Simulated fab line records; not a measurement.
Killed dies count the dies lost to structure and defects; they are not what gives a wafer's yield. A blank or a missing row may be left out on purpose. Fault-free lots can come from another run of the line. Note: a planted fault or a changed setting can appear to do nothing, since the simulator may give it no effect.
What tool caused it? :: flow sky130 :: 12 lots, 36 wafers sampled, at 4 steps of a route of 708

## WHAT THE GAUGES READ, wafer by wafer
SKY_NWELL_RS_MEAS_29: the measuring method here is four-point-probe.
lot: L501
measured: day 5 07:10
on: film metro-01
NWELL_RS (ohm/sq): 627.0 626.2 626.3

lot: L502
measured: day 5 13:48
on: film metro-02
NWELL_RS (ohm/sq): 624.3 624.6 624.3

lot: L503
measured: day 5 22:32
on: film metro-02
NWELL_RS (ohm/sq): 626.8 625.9 624.7

lot: L504
measured: day 6 00:41
on: film metro-01
NWELL_RS (ohm/sq): 622.2 623.7 623.6

lot: L509
measured: day 7 06:41
on: film metro-04
NWELL_RS (ohm/sq): 637.1 637.3 638.6

lot: L510
measured: day 7 15:13
on: film metro-01
NWELL_RS (ohm/sq): 623.3 623.2 622.3

lot: L512
measured: day 8 02:42
on: film metro-04
NWELL_RS (ohm/sq): 636.4 637.4 638.2

lot: L514
measured: day 8 13:08
on: film metro-04
NWELL_RS (ohm/sq): 623.3 622.0 622.4

lot: L517
measured: day 9 08:48
on: film metro-02
NWELL_RS (ohm/sq): 624.3 625.2 625.0

lot: L519
measured: day 10 00:22
on: film metro-04
NWELL_RS (ohm/sq): 622.9 622.0 623.1

lot: L520
measured: day 10 04:11
on: film metro-01
NWELL_RS (ohm/sq): 625.5 625.3 624.7

lot: L524
measured: day 11 00:52
on: film metro-04
NWELL_RS (ohm/sq): 624.5 624.1 622.4

SKY_VIA1_CD_MEAS_12: target cd 150 nm.
lot: L501
measured: day 33 18:23
on: cd sem-01
cd nm (nm): 151.3 149.6 149.4

lot: L502
measured: day 34 06:49
on: cd sem-01
cd nm (nm): 151.2 152.3 153.5

lot: L503
measured: day 34 13:56
on: cd sem-02
cd nm (nm): 149.4 149.2 148.2

lot: L504
measured: day 34 19:57
on: cd sem-02
cd nm (nm): 150.8 150.3 152.1

lot: L509
measured: day 36 11:49
on: cd sem-01
cd nm (nm): 151.2 150.3 150.1

lot: L510
measured: day 36 17:08
on: cd sem-01
cd nm (nm): 149.7 148.5 150.3

lot: L512
measured: day 37 11:35
on: cd sem-02
cd nm (nm): 148.4 150.5 149.8

lot: L514
measured: day 38 02:19
on: cd sem-01
cd nm (nm): 151.1 150.9 150.5

lot: L517
measured: day 38 23:24
on: cd sem-01
cd nm (nm): 153.2 150.8 151.1

lot: L519
measured: day 39 23:03
on: cd sem-01
cd nm (nm): 148.0 150.8 150.5

lot: L520
measured: day 40 01:12
on: cd sem-01
cd nm (nm): 148.0 149.5 147.8

lot: L524
measured: day 40 14:22
on: cd sem-02
cd nm (nm): 152.2 150.5 151.8

## WHAT TOOL EACH LOT RAN ON (gives the tool, then ch and the chambers of the sampled wafers, and finally the start)
lot: L501
SKY_NWELL_IMPLANT_13: implanter-01 ch 0, day 4 13:25
SKY_SONOS_ONO_ETCH_15: rie diel-01 ch 1,2,3, day 12 14:48

lot: L502
SKY_NWELL_IMPLANT_13: implanter-04 ch 0, day 4 19:47
SKY_SONOS_ONO_ETCH_15: rie diel-04 ch 0,1,3, day 12 23:57

lot: L503
SKY_NWELL_IMPLANT_13: implanter-03 ch 0, day 5 03:29
SKY_SONOS_ONO_ETCH_15: rie diel-04 ch 1,2, day 13 09:45

lot: L504
SKY_NWELL_IMPLANT_13: implanter-01 ch 0, day 5 05:41
SKY_SONOS_ONO_ETCH_15: rie diel-04 ch 0,1,2, day 13 17:00

lot: L509
SKY_NWELL_IMPLANT_13: implanter-01 ch 0, day 6 10:13
SKY_SONOS_ONO_ETCH_15: rie diel-03 ch 1,3, day 15 08:58

lot: L510
SKY_NWELL_IMPLANT_13: implanter-04 ch 0, day 6 18:23
SKY_SONOS_ONO_ETCH_15: rie diel-03 ch 0,3, day 15 17:52

lot: L512
SKY_NWELL_IMPLANT_13: implanter-01 ch 0, day 7 06:08
SKY_SONOS_ONO_ETCH_15: rie diel-01 ch 0,1,3, day 16 10:51

lot: L514
SKY_NWELL_IMPLANT_13: implanter-03 ch 0, day 7 16:25
SKY_SONOS_ONO_ETCH_15: rie diel-04 ch 1,3, day 17 00:12

lot: L517
SKY_NWELL_IMPLANT_13: implanter-03 ch 0, day 8 11:14
SKY_SONOS_ONO_ETCH_15: rie diel-03 ch 0,1,2, day 18 01:03

lot: L519
SKY_NWELL_IMPLANT_13: implanter-04 ch 0, day 9 01:22
SKY_SONOS_ONO_ETCH_15: rie diel-01 ch 1,2, day 18 22:00

lot: L520
SKY_NWELL_IMPLANT_13: implanter-03 ch 0, day 9 05:53
SKY_SONOS_ONO_ETCH_15: rie diel-04 ch 0,2,3, day 19 04:45

lot: L524
SKY_NWELL_IMPLANT_13: implanter-03 ch 0, day 10 02:32
SKY_SONOS_ONO_ETCH_15: rie diel-03 ch 0,1,2, day 20 06:36
- SKY_NWELL_IMPLANT_13
- SKY_SONOS_ONO_ETCH_15: etches the open film in CHF3/O2, target depth 19.52 nm, time 7.8 s.

## AS READ BY THE TOOLS THEMSELVES (means over the sampled wafers that have a number; for cases with no such wafer, the mark the record gives instead)
SKY_NWELL_IMPLANT_13.
lot: L501
tool: implanter-01
dose ions cm2: 6.993e+11
end station pressure torr (Torr): 4.87e-06
faraday current uA: 4.09

lot: L502
tool: implanter-04
dose ions cm2: 6.995e+11
end station pressure torr (Torr): 5.10e-06
faraday current uA: 3.98

lot: L503
tool: implanter-03
dose ions cm2: 7.003e+11
end station pressure torr (Torr): 4.96e-06
faraday current uA: 4.00

lot: L504
tool: implanter-01
dose ions cm2: 7.001e+11
end station pressure torr (Torr): 5.16e-06
faraday current uA: 3.93

lot: L509
tool: implanter-01
dose ions cm2: 2.984e+11
end station pressure torr (Torr): 5.01e-06
faraday current uA: 1.67

lot: L510
tool: implanter-04
dose ions cm2: 7.000e+11
end station pressure torr (Torr): 5.01e-06
faraday current uA: 3.96

lot: L512
tool: implanter-01
dose ions cm2: 2.971e+11
end station pressure torr (Torr): 5.06e-06
faraday current uA: 1.70

lot: L514
tool: implanter-03
dose ions cm2: 6.997e+11
end station pressure torr (Torr): 5.03e-06
faraday current uA: 3.93

lot: L517
tool: implanter-03
dose ions cm2: 7.003e+11
end station pressure torr (Torr): 5.22e-06
faraday current uA: 3.95

lot: L519
tool: implanter-04
dose ions cm2: 7.009e+11
end station pressure torr (Torr): 5.02e-06
faraday current uA: 3.93

lot: L520
tool: implanter-03
dose ions cm2: 6.998e+11
end station pressure torr (Torr): 4.86e-06
faraday current uA: 3.98

lot: L524
tool: implanter-03
dose ions cm2: 6.998e+11
end station pressure torr (Torr): 4.91e-06
faraday current uA: 3.96

SKY_SONOS_ONO_ETCH_15.
lot: L501
tool: rie diel-01
drypump motor current A (A): 5.5
oes product au (a.u.): 1.001
throttle valve pct (%): 8.819

lot: L502
tool: rie diel-04
drypump motor current A (A): 5.4
oes product au (a.u.): 1.005
throttle valve pct (%): 8.830

lot: L503
tool: rie diel-04
drypump motor current A (A): 5.2
oes product au (a.u.): 1.000
throttle valve pct (%): 8.825

lot: L504
tool: rie diel-04
drypump motor current A (A): 5.3
oes product au (a.u.): 1.014
throttle valve pct (%): 8.828

lot: L509
tool: rie diel-03
drypump motor current A (A): 5.7
oes product au (a.u.): 1.000
throttle valve pct (%): 8.832

lot: L510
tool: rie diel-03
drypump motor current A (A): 5.8
oes product au (a.u.): 0.999
throttle valve pct (%): 8.825

lot: L512
tool: rie diel-01
drypump motor current A (A): 5.7
oes product au (a.u.): 0.993
throttle valve pct (%): 8.828

lot: L514
tool: rie diel-04
drypump motor current A (A): 5.5
oes product au (a.u.): 1.002
throttle valve pct (%): 8.831

lot: L517
tool: rie diel-03
drypump motor current A (A): 5.7
oes product au (a.u.): 1.010
throttle valve pct (%): 8.821

lot: L519
tool: rie diel-01
drypump motor current A (A): 5.9
oes product au (a.u.): 1.001
throttle valve pct (%): 8.833

lot: L520
tool: rie diel-04
drypump motor current A (A): 5.4
oes product au (a.u.): 1.003
throttle valve pct (%): 8.823

lot: L524
tool: rie diel-03
drypump motor current A (A): 5.6
oes product au (a.u.): 0.999
throttle valve pct (%): 8.818

## THE ANSWER, worked out from the rows above alone
Rule: the usual values come from the lots themselves. The widest of any qualifying gaps counts: lots, ordered by their means at a reading, are off when they make up no more than a third of the lots, leave a main group of 4 or more, and stand apart from it by 3 or more times the standard deviation of that group's means. A main group whose means are all the same, to the digits that the tables above print for the reading, isn't used. A lot without any number at a reading at which 4 lots or more have one is off too. Where the step has rows for the other lots, those lots are counted as sound. The gauges are gone through in route order, then the tools' own readings, and for those a lot's mean is taken as printed above. At the first step where some lot is off, the reading lying furthest off is the one used; lots without a number count as furthest.
Off: at SKY_NWELL_RS_MEAS_29 (NWELL_RS), L509, L512. Mean 624.2 ohm/sq and standard deviation 1.3 in the main group.
A tool fits if, at a process step before that reading, it ran every lot that is off, and no sound lot after the first of them. Not tried: the gauges at SKY_NWELL_RS_MEAS_29; whatever is off there is also off at SKY_NWELL_IMPLANT_13, on other tools, and gauge error can't account for it. One candidate fits, namely implanter-01 at SKY_NWELL_IMPLANT_13. Its last sound lot is L504 (day 5 05:41), its first lot that is off L509 (day 6 10:13): a fault that began between those two fits.
The tool's own readings at SKY_NWELL_IMPLANT_13 bear it out: on the lots that are off they differ by more than 5 times the standard deviation of the sound lots' means. dose ions cm2 reads 2.978e+11 there against 7.000e+11 on the sound lots; faraday current uA reads 1.69 there against 3.97 on the sound lots.

## WHAT WAS PUT IN BY THE SIMULATOR
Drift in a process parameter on implanter-01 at SKY_NWELL_IMPLANT_13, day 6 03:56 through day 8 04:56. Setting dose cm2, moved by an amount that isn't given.
Struck lots among those shown: L509, L512. The rule above reached the same finding.
